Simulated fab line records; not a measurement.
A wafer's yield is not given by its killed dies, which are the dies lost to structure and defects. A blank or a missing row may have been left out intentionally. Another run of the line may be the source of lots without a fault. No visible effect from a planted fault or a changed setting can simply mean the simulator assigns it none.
Problem report in the 8D (eight disciplines) form, filled by code | flow gf180mcu | the parts of the form that need people (team, actions taken, sign-off) are left out

1. THE ISSUE
Across 6 wafers from 2 lots, NSD_RS at GF_PSD_RS_MEAS_14 averages 47.46 ohm/sq, while fault-free wafers read 46.08 ohm/sq with a standard deviation of 0.081. That is +17 standard deviations from the usual mean.
The step: measures by four-point-probe.
First observed at day 18 06:13: wafer L658.1, on film_metro-04. Wafers with a number at this step in the record: 36, from 12 lots. By rule, "out" or "out of limits" means more than 4 standard deviations away from the usual mean. Any other wafer with a number is counted as sound.

2. WHAT THIS IS AND IS NOT
question                    | is                           | is not
which readings at this step | NSD_RS                       | -
which lots                  | L658, L659                   | L648, L651, L652, L653, L654, L662, L666, L667, L668, L669
which wafers of those lots  | all that have a number       | -
read on which gauges        | film_metro-03, film_metro-04 | film_metro-02
when                        | from day 18 06:13            | up to then (15 sound wafers); but 15 sound wafers of L662, L666, L667, L668, L669 came after

3. SUSPECTS, AND WHAT RULES EACH OUT
Counting: a tool at a process step up to the reading stays a suspect if it ran every lot that is out and no sound lot after the first of them.
- the gauge at GF_PSD_RS_MEAS_14: ruled out. Those wafers that are out were read across 2 gauges (film_metro-03, film_metro-04).
- rtp_anneal-01 at GF_PSD_RTA_13 (time 20 s): ruled out as a lasting fault. After its first lot that is out, L658 (day 18 06:02), sound lots L666 ran on it.
Left after counting: nothing in the record.

4. THE CAUSE (what the simulator had put in)
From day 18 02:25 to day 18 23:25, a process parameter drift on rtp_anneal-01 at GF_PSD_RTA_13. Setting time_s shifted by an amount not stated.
Counting ruled it out, wrongly: the rule takes a fault to strike every lot that its tool runs from its start on, and this one did not.

5. SEQUENCE OF EFFECTS, ordered by route
One row per reading whose mean, taken over the struck wafers that have a number, lies over 3 standard deviations from the usual. Readings are gone through only where the record gives a usual standard deviation; hours: the median, over the lots, of the time from a lot's start at the first step in this table giving one to that lot's start at this step; sigmas: the change measured in usual standard deviations.
hours | step              | reading      | usual         | on struck wafers | change | sigmas
0     | GF_PSD_RTA_13     | run_length_s | 48.9 s        | 45.4             | -3.5   | -4.9
0     | GF_PSD_RS_MEAS_14 | NSD_RS       | 46.08 ohm/sq  | 47.46            | +1.38  | +17
0     | GF_PSD_RS_MEAS_15 | PSD_RS       | 108.45 ohm/sq | 112.20           | +3.75  | +15
Its process steps:
- GF_PSD_RTA_13: time 20 s.
Later measuring or inspecting steps at which every struck wafer that the step has a row for has a number for every such reading, and none has moved that far: GF_M1_RS_MEAS_05.

6. HOW IT WOULD HAVE BEEN CAUGHT EARLIER
In this record the first reading out of limits at a measuring or inspecting step was taken at day 18 06:13, 4 hours after the fault began at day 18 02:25.
At GF_PSD_RTA_13, the tool's own readings (run_length_s) were out on each struck wafer the step has a row for, so an alarm limit on them would have fired on the first such wafer.
